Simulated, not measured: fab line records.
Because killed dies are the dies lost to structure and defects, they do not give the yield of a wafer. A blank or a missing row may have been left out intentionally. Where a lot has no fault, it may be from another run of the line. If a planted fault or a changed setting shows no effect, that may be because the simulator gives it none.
A struck lot beside a sound one	flow gf180mcu	48 steps out of a route of 602
Sound: these wafers, L614.2, L614.5, L614.6. Wafers L617.3, L617.5, L617.6 were the ones struck. Last of all comes the cause.
At each step with rows: each side's tool, then ch and its chambers, then its first start. Under that, the readings that differ: sound wafers	struck wafers	difference of the means	sigmas: that difference in standard deviations of wafers without a fault.
alike: a reading whose means differ by less than 2 such deviations, as well as words and numbers matching on both sides. not compared: withheld readings; readings where some wafer has no value; bounds like >300 that might hide an equal value; numbers whose values overlap and for which the record gives no deviation.
The two part at a step that has a row with sigmas, a row that says differs or no value, or rows on one side only. Non-overlapping numbers with no deviation appear without sigmas and do not part them. A reading that every wafer of one side lacks parts them only if that side has two wafers or more.

first, 1 step without rows for these wafers: GF_STI_OXIDATION_21 (stabilise 600 s, purge 300 s, target thk 15 nm).
GF_STI_THK_MEAS_22:
  sound on film-metro-01 at day 3 05:08; struck on film-metro-04 at day 3 20:15
reading	sound	struck	difference	sigmas
STI_OXIDATION_01_THK (nm)	14.89 15.32 15.26	14.72 14.47 14.52	-0.59	-2
then, 1 step without rows for these wafers: GF_STI_CVD_23 (deposits SiO2, target thk 650 nm, time 108.3 s).
GF_STI_THK_MEAS_24:
  sound on film-metro-04 at day 3 05:17; struck on film-metro-01 at day 3 20:23
  alike: STI_CVD_23_THK
GF_STI_CMP_25: polishes, stops on Si3N4, t overpolish 33 s, target thk 524.6 nm.
  sound on cmp-02 ch 0,1,2, day 3 05:26; struck on cmp-01 ch 2,3, day 3 20:29
  alike: motor-current-A, overpolish-run-s, time-to-endpoint-s
then, 4 steps without rows for these wafers: GF_STI_WET_ETCH_26 (etches SiO2 in dHF, target depth 94 nm, time 188 s); GF_STI_WET_ETCH_27 (etches Si3N4 in H3PO4, target depth 160 nm, time 1825 s); GF_STI_WET_ETCH_28 (etches SiO2 in dHF, target depth 20 nm, time 40 s); GF_STI_OXIDATION_29 (stabilise 600 s, purge 300 s, target thk 10 nm).
GF_STI_THK_MEAS_30:
  sound on film-metro-01 at day 3 07:38; struck on film-metro-02 at day 3 22:47
  alike: STI_OXIDATION_02_THK
then, 2 steps without rows for these wafers: GF_DNWELL_DEHYDRATE_00 (time 60 s); GF_DNWELL_HMDS_01 (prime time 60 s).
GF_DNWELL_COAT_02: resist thk 3000 nm.
  struck on litho-track-03, day 4 05:14; sound on litho-track-03 ch 0, day 3 14:09
  no value came back on the struck wafers for chill-plate-temp-C (C), dispense-pressure-kPa (kPa), exhaust-pa (Pa); on the sound wafers chill-plate-temp-C (C) reads 23.11 23.02 23.09
then, 5 steps without rows for these wafers: GF_DNWELL_SOFTBAKE_03; GF_DNWELL_EXPOSE_04 (exposes mask DNWELL, target cd 1700 nm); GF_DNWELL_PEB_05; GF_DNWELL_DEVELOP_06 (develop time 60 s); GF_DNWELL_IMPLANT_07.
GF_DNWELL_STRIP_08: strips in O2/N2.
  sound on plasma-asher-02 ch 0,1, day 3 20:49; struck on plasma-asher-04 ch 0,1, day 4 12:25
  no value came back on the struck wafers for oes-product-au (a.u.), strip-time-to-endpoint-s (s); on the sound wafers oes-product-au (a.u.) reads 0.718 0.715 0.725
  alike: drypump-motor-current-A, heater-power-w
  not compared: rf-hours-counter-h
GF_DNWELL_TW_MEAS_09:
  sound on film-metro-01 at day 3 20:55; struck on film-metro-01 at day 4 12:30
  alike: DNWELL_TW
then, 7 steps without rows for these wafers: GF_NWELL_DEHYDRATE_00 (time 60 s); GF_NWELL_HMDS_01 (prime time 60 s); GF_NWELL_COAT_02 (resist thk 3000 nm); GF_NWELL_SOFTBAKE_03; GF_NWELL_EXPOSE_04 (exposes mask Nwell, target cd 860 nm); GF_NWELL_PEB_05; GF_NWELL_DEVELOP_06 (develop time 60 s).
GF_NWELL_OVL_MEAS_07:
  sound on overlay-01 at day 4 10:04; struck on overlay-01 at day 5 02:14
reading	sound	struck	difference	sigmas
NWELL_OVL (nm)	-1.3 -2.0 -2.7	0.5 -0.1 0.3	+2.2	+2
then, 2 steps without rows for these wafers: GF_NWELL_IMPLANT_08; GF_NWELL_IMPLANT_09.
GF_NWELL_STRIP_10: strips in O2/N2.
  sound on plasma-asher-02 ch 0,1, day 4 10:24; struck on plasma-asher-03 ch 0,1, day 5 02:35
  alike: drypump-motor-current-A, heater-power-w, oes-product-au, strip-time-to-endpoint-s
  not compared: rf-hours-counter-h
GF_NWELL_TW_MEAS_11:
  sound on film-metro-02 at day 4 10:31; struck on film-metro-02 at day 5 02:40
reading	sound	struck	difference	sigmas
NWELL_TW	1600 1614 1610	1879 1870 1872	+266	+16
then, 7 steps without rows for these wafers: GF_LVPWELL_DEHYDRATE_00 (time 60 s); GF_LVPWELL_HMDS_01 (prime time 60 s); GF_LVPWELL_COAT_02 (resist thk 3000 nm); GF_LVPWELL_SOFTBAKE_03; GF_LVPWELL_EXPOSE_04 (exposes mask LVPWELL, target cd 600 nm); GF_LVPWELL_PEB_05; GF_LVPWELL_DEVELOP_06 (develop time 60 s).
GF_LVPWELL_OVL_MEAS_07:
  sound on overlay-02 at day 5 00:10; struck on overlay-01 at day 5 16:32
  alike: LVPWELL_OVL
then, 2 steps without rows for these wafers: GF_LVPWELL_IMPLANT_08; GF_LVPWELL_IMPLANT_09.
GF_LVPWELL_TW_MEAS_11:
  sound on film-metro-02 at day 5 00:36; struck on film-metro-04 at day 5 16:59
reading	sound	struck	difference	sigmas
LVPWELL_TW	569 573 569	1374 1371 1372	+802	+99 or more
GF_MVSD_TW_MEAS_11:
  sound on film-metro-03 at day 5 14:58; struck on film-metro-04 at day 6 08:59
reading	sound	struck	difference	sigmas
MVSD_TW	1571 1572 1568	1851 1845 1846	+277	+15
GF_MVPSD_TW_MEAS_11:
  sound on film-metro-04 at day 6 06:19; struck on film-metro-03 at day 7 00:25
reading	sound	struck	difference	sigmas
MVPSD_TW	555 555 557	1362 1363 1367	+808	+99 or more
GF_VT_IMPLANT_TW_MEAS_10:
  sound on film-metro-01 at day 6 22:04; struck on film-metro-01 at day 7 16:08
reading	sound	struck	difference	sigmas
VT_IMPLANT_TW	564 565 563	1368 1370 1362	+803	+99 or more
GF_VT_IMPLANT_TW_MEAS_21:
  sound on film-metro-01 at day 7 13:31; struck on film-metro-03 at day 8 08:23
reading	sound	struck	difference	sigmas
VT_IMPLANT_2_TW	1212 1210 1214	1597 1593 1600	+385	+27
GF_VT_IMPLANT_TW_MEAS_32:
  sound on film-metro-02 at day 8 05:00; struck on film-metro-02 at day 9 01:34
reading	sound	struck	difference	sigmas
VT_IMPLANT_3_TW	277 277 276	1379 1370 1378	+1099	+99 or more

== WHERE THEY PART ==
Earliest at GF_STI_THK_MEAS_22; latest, in this record, at GF_VT_IMPLANT_TW_MEAS_32.

WHY: whatever the simulator had introduced
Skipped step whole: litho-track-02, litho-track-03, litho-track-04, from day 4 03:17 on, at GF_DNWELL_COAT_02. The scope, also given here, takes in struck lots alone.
